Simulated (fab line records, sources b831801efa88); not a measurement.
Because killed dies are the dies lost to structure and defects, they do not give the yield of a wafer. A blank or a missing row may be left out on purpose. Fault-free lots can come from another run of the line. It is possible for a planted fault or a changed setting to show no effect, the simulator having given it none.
Comparing a struck lot with a sound one + flow gf180mcu + 16 out of 602 route steps
Sound: wafers L723.3, L723.5, L723.6. Wafers L731.1, L731.2, L731.5 were the ones struck. The cause is given at the end.
For every step that has rows: the tool of each side, followed by ch and its chambers, followed by its first start. Under that, the readings that differ: sound wafers + struck wafers + difference of the means + sigmas: that difference in standard deviations of wafers without a fault.
alike: readings with means less than 2 such deviations apart, plus words and numbers identical on both sides. not compared: withheld readings, readings lacking a value on some wafer, bounds such as >300 that could conceal the same value, and numbers that have no deviation in the record and whose values overlap.
The two part at a step that has a row with sigmas, a row that says differs or no value, or rows on one side only. Numbers that don't overlap but have no deviation are shown without sigmas and don't part them. A reading that every wafer of one side lacks parts them only if that side has two wafers or more.

GF_M1_SPUTTER_04: material TiN, target thk 50 nm, time 41.7 s.
  struck on pvd sputter-02, day 19 14:37; sound on pvd sputter-03, day 16 17:49
  alike: chamber pressure pa, throttle valve pct
GF_M1_RS_MEAS_05: uses a four-point probe to measure.
  struck on film metro-03, day 19 14:39; sound on film metro-01, day 16 17:53
  alike: M1_ALCU_RS
GF_M1_THK_MEAS_06: measures by xrf.
  struck on film metro-03, day 19 14:46; sound on film metro-01, day 16 17:59
  alike: M1_ALCU_THK
then, 7 steps without rows for these wafers: GF_M1_DEHYDRATE_07 (time 60 s); GF_M1_HMDS_08 (prime time 60 s); GF_M1_COAT_09 (resist thk 1000 nm); GF_M1_SOFTBAKE_10 (time 60 s); GF_M1_EXPOSE_11 (exposes mask Metal1, target cd 230 nm); GF_M1_PEB_12 (peb time 90 s); GF_M1_DEVELOP_13 (develop time 60 s).
GF_M1_CD_MEAS_14: target cd 230 nm.
  struck on cd sem-01, day 20 15:12; sound on cd sem-01, day 17 17:10
  alike: cd nm
GF_M1_OVL_MEAS_15:
  struck on overlay-02, day 20 15:19; sound on overlay-01, day 17 17:15
  alike: M1_OVL
GF_M1_METAL_ETCH_16: etches the open film in Cl2/BCl3, stops on SiO2, target depth 627.5 nm, time 104.6 s.
  sound on rie metal-03 ch 0,1, day 17 17:19; struck on rie metal-03 ch 0,1, day 20 15:21
| reading                             | sound             | struck            | difference | sigmas |
|-------------------------------------|-------------------|-------------------|------------|--------|
| rf fwd power W (W)                  | 797.2 796.1 796.2 | 920.9 920.4 922.2 | +124.7     | +45    |
| model.KrF_of_M1_COAT_09.thk nm (nm) | 734.1 747.8 735.5 | 707.4 702.7 706.7 | -33.5      |        |
  alike: chamber pressure mTorr, drypump motor current A, oes product au, throttle valve pct
  not compared: rf hours counter h
GF_M1_STRIP_17: strips in O2/N2.
  sound on plasma asher-03 ch 0,1, day 17 17:25; struck on plasma asher-01 ch 0,1, day 20 15:28
| reading                      | sound             | struck            | difference | sigmas |
|------------------------------|-------------------|-------------------|------------|--------|
| oes product au (a.u.)        | 0.563 0.554 0.558 | 0.548 0.548 0.543 | -0.012     | -2     |
| strip time to endpoint s (s) | 7.86 7.99 7.87    | 7.61 7.57 7.61    | -0.31      | -6     |
  alike: chamber pressure mTorr, drypump motor current A, heater power w
  not compared: rf hours counter h
then, 1 step without rows for these wafers: GF_M1_STRIP_18 (strips in post etch residue remover, time 1200 s).
-- the record jumps here: 11 days lie between the struck wafers' starts before and after (it left off in module M1 and takes up again in module PASSIVATION, whose first step shown is number 602 of the route) --
GF_PASSIVATION_PROBE_99:
  only the struck wafers here have rows in the record (prober-01, day 31 19:46); the sound ones have none

WHERE THEY PART
Last at GF_PASSIVATION_PROBE_99 as far as this record goes, first at GF_M1_METAL_ETCH_16.

WHY: what the simulator had put in
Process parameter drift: rie metal-03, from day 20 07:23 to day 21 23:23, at GF_M1_METAL_ETCH_16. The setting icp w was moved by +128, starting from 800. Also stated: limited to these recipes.
